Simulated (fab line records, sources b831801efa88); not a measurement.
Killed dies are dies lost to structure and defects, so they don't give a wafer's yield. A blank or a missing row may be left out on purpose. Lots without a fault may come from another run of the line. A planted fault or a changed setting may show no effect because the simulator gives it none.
One fault seen from 2 desks | flow gf180mcu | each desk has only its own numbers; what lay behind them comes last

THE METROLOGY DESK
What the gauges read, lot by lot, whatever tool the lot ran on: means of the sampled wafers that have a number. A lot is out of limits, marked OUT, if its mean lies more than 4 standard deviations from the usual mean; the brackets give that distance.
Columns: A = NSD_RS at GF_PSD_RS_MEAS_14, usual 46.41 ohm/sq; B = PSD_RS at GF_PSD_RS_MEAS_15, usual 108.40 ohm/sq; C = M3_OVL at GF_M3_OVL_MEAS_15, usual 0 nm
lot  | first seen here | A               | B                | C
L370 | day 14 17:53    | 46.29           | 108.02           | -7
L372 | day 15 07:29    | 46.44           | 108.05           | -5
L373 | day 15 13:07    | 46.41           | 108.42           | 3
L374 | day 16 08:41    | 46.51           | 108.77           | -4
L376 | day 16 21:07    | 46.49           | 108.35           | -3
L380 | day 18 14:32    | 46.45           | 108.49           | 9
L381 | day 18 16:55    | 44.36 (-23) OUT | 103.88 (-16) OUT | -2
L382 | day 18 23:57    | 44.47 (-22) OUT | 104.11 (-15) OUT | -3
L384 | day 20 09:38    | 46.48           | 108.35           | 4
L387 | day 20 21:21    | 46.49           | 108.70           | -3
L390 | day 21 19:57    | 46.26           | 107.76           | 3
L392 | day 22 09:55    | 46.38           | 108.42           | 1
This desk's finding: out of limits on L381, L382; first on L381, day 18 16:55 (NSD_RS at GF_PSD_RS_MEAS_14). In limits: L370, L372, L373, L374, L376, L380, L384, L387, L390, L392.

THE TOOL OWNER'S DESK: rtp_anneal-02
The tool's own readings at GF_PSD_RTA_13 (time 20 s): means of the sampled wafers that have a number, for each lot that ran on this tool. A lot is out of limits, marked OUT, if its mean lies more than 4 standard deviations from the usual mean; the brackets give that distance.
Columns: A = chamber_o2_ppm at GF_PSD_RTA_13, usual 1.996; B = lamp_power_pct at GF_PSD_RTA_13, usual 32 %; C = run_length_s at GF_PSD_RTA_13, usual 48.8 s; D = wafer_temp_C_max at GF_PSD_RTA_13, usual 1029.7
lot  | first seen here | A     | B  | C              | D
L370 | day 14 17:48    | 1.964 | 28 | 48.4           | 1029.5
L372 | day 15 07:25    | 2.007 | 28 | 48.6           | 1027.9
L373 | day 15 13:01    | 2.010 | 28 | 48.5           | 1028.3
L374 | day 16 08:36    | 2.023 | 28 | 48.3           | 1028.9
L380 | day 18 14:26    | 2.002 | 28 | 48.5           | 1028.7
L381 | day 18 16:50    | 1.981 | 28 | 57.2 (+14) OUT | 1028.5
L382 | day 18 23:47    | 1.974 | 28 | 59.3 (+18) OUT | 1028.5
This desk's finding: out of limits on L381, L382; first on L381, day 18 16:50 (run_length_s at GF_PSD_RTA_13). In limits: L370, L372, L373, L374, L380.

PUT TOGETHER
The tool owner's desk could have raised an alarm at day 18 16:50, on L381, L382.
The metrology desk could have raised an alarm at day 18 16:55, on L381, L382.
Of the lots named, all ran GF_PSD_RTA_13 on rtp_anneal-02.

WHAT THE SIMULATOR HAD PUT IN
Process parameter drift: rtp_anneal-02, from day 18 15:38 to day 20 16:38, at GF_PSD_RTA_13. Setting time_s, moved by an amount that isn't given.
Lots struck among those shown: L381, L382.
Hours from the fault's start to each desk's first reading out of limits: the tool owner's desk, 1; the metrology desk, 1.
